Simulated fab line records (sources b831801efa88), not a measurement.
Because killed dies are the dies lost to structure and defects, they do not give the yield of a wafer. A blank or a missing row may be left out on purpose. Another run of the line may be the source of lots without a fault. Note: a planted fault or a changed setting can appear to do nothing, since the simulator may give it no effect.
What tool caused it? -- flow sky130 -- 15 lots with 45 wafers sampled at 3 steps, on a route of 708 steps

== WHAT EACH GAUGE READ, for each wafer ==
SKY_LI_CONTACT_OVL_MEAS_13. Usual: LI_CONTACT_OVL 1 nm, standard deviation 4.9.
lot,measured,on,LI_CONTACT_OVL (nm),flag
L494,day 29 04:16,overlay-01,5 7 -1,
L496,day 29 17:38,overlay-01,7 2 6,
L500,day 30 23:50,overlay-01,2 4 9,
L502,day 31 22:40,overlay-01,4 -7 -4,
L504,day 32 10:53,overlay-02,-3 -5 -8,
L505,day 32 19:14,overlay-02,2 2 6,
L506,day 33 05:40,overlay-01,0 0 5,
L507,day 33 11:38,overlay-01,2 0 6,
L508,day 33 22:02,overlay-01,0 -4 -1,
L509,day 34 20:20,overlay-02,1 4 4,
L512,day 35 05:47,overlay-02,4 2 8,
L513,day 35 23:11,overlay-02,-1 5 -8,
L514,day 35 22:56,overlay-02,-2 -4 -6,
L516,day 36 05:36,overlay-01,9 7 8,
L517,day 36 12:01,overlay-01,4 -2 3,

== EACH LOT AND THE TOOL THAT RAN IT (in order: tool; ch and the chambers of the sampled wafers; start) ==
lot,SKY_LDD_LDN_STRIP_12,SKY_SD_N_DEVELOP_06
L494,"plasma_asher-03 ch 0,1, day 22 20:44","litho_track-04 ch 0, day 27 21:44"
L496,"plasma_asher-04 ch 0,1, day 23 09:53","litho_track-02 ch 0, day 28 10:13"
L500,"plasma_asher-03 ch 0,1, day 24 20:50","litho_track-02 ch 0, day 29 17:47"
L502,"plasma_asher-04 ch 0,1, day 25 18:58","litho_track-04 ch 0, day 30 14:17"
L504,"plasma_asher-04 ch 0,1, day 26 12:47","litho_track-02 ch 0, day 31 06:20"
L505,"plasma_asher-03 ch 0,1, day 26 17:32","litho_track-01 ch 0, day 31 13:58"
L506,"plasma_asher-03 ch 0,1, day 27 07:02","litho_track-02 ch 0, day 32 01:05"
L507,"plasma_asher-03 ch 0,1, day 27 12:20","litho_track-02, day 32 06:11"
L508,"plasma_asher-03 ch 0,1, day 28 01:23","litho_track-02, day 32 17:35"
L509,"plasma_asher-03 ch 0,1, day 29 00:23","litho_track-04, day 33 15:20"
L512,"plasma_asher-04 ch 1, day 29 12:44","litho_track-01 ch 0, day 34 00:52"
L513,"plasma_asher-03 ch 1, day 29 19:10","litho_track-01 ch 0, day 34 19:07"
L514,"plasma_asher-03 ch 0,1, day 30 05:34","litho_track-04 ch 0, day 34 18:47"
L516,"plasma_asher-02 ch 0,1, day 30 13:01","litho_track-04 ch 0, day 35 01:08"
L517,"plasma_asher-03 ch 0,1, day 30 18:56","litho_track-01 ch 0, day 35 08:46"
- SKY_LDD_LDN_STRIP_12: strips in O2/N2.
- SKY_SD_N_DEVELOP_06: develop time 60 s.

== AS READ BY THE TOOLS THEMSELVES (means over the sampled wafers that have a number; for cases with no such wafer, the mark the record gives instead) ==
SKY_LDD_LDN_STRIP_12. Usual: drypump_motor_current_A 5.8 A, standard deviation 0.4; oes_product_au 0.715 a.u., standard deviation 0.0044; strip_time_to_endpoint_s 14.19 s, standard deviation 0.038.
lot,tool,drypump_motor_current_A (A),oes_product_au (a.u.),strip_time_to_endpoint_s (s),flag
L494,plasma_asher-03,5.6,0.715,14.20,
L496,plasma_asher-04,5.6,0.713,14.27,
L500,plasma_asher-03,5.9,0.718,14.19,
L502,plasma_asher-04,5.8,0.713,14.14,
L504,plasma_asher-04,5.8,0.715,14.17,
L505,plasma_asher-03,5.7,0.710,14.21,
L506,plasma_asher-03,5.9,0.712,14.23,
L507,plasma_asher-03,5.6,0.714,14.20,
L508,plasma_asher-03,5.9,0.723,14.19,
L509,plasma_asher-03,5.6,0.710,14.18,
L512,plasma_asher-04,5.4,0.717,14.19,
L513,plasma_asher-03,5.3,0.717,14.19,
L514,plasma_asher-03,5.6,0.716,14.16,
L516,plasma_asher-02,5.8,0.713,14.22,
L517,plasma_asher-03,5.9,0.718,14.14,

SKY_SD_N_DEVELOP_06. Usual: chill_plate_temp_C 22.99 C, standard deviation 0.1; developer_temp_C 22.99 C, standard deviation 0.11.
lot,tool,chill_plate_temp_C (C),developer_temp_C (C),flag
L494,litho_track-04,22.87,23.05,
L496,litho_track-02,23.18,22.97,
L500,litho_track-02,23.07,22.93,
L502,litho_track-04,22.91,23.08,
L504,litho_track-02,22.99,23.03,
L505,litho_track-01,23.04,23.05,
L506,litho_track-02,22.89,23.08,
L507,litho_track-02,-,-,OFF
L508,litho_track-02,-,-,OFF
L509,litho_track-04,-,-,OFF
L512,litho_track-01,22.98,22.94,
L513,litho_track-01,22.84,23.17,
L514,litho_track-04,22.86,22.98,
L516,litho_track-04,22.92,23.05,
L517,litho_track-01,22.97,23.04,

== THE ANSWER, worked out from the rows above alone ==
Rule: lot off if the mean of its wafers having a number is beyond 3 standard deviations from the usual mean. Also off: a lot with no number at a reading for which 4 or more lots have one. Any other lot the step has rows for is counted as sound. First the gauges in route order, then the tools' own readings, where a lot's mean is used as printed above. At the first step where some lot is off, the reading lying furthest off is the one used; lots without a number count as furthest.
Off: L507, L508, L509, at SKY_SD_N_DEVELOP_06 (chill_plate_temp_C). Without a number there: L507, L508, L509.
If a tool, at that step or one of the process steps before it, ran each lot that is off and ran no sound lot following the first of them, it fits. Of those tried, none fits.

== WHAT THE SIMULATOR PUT IN ==
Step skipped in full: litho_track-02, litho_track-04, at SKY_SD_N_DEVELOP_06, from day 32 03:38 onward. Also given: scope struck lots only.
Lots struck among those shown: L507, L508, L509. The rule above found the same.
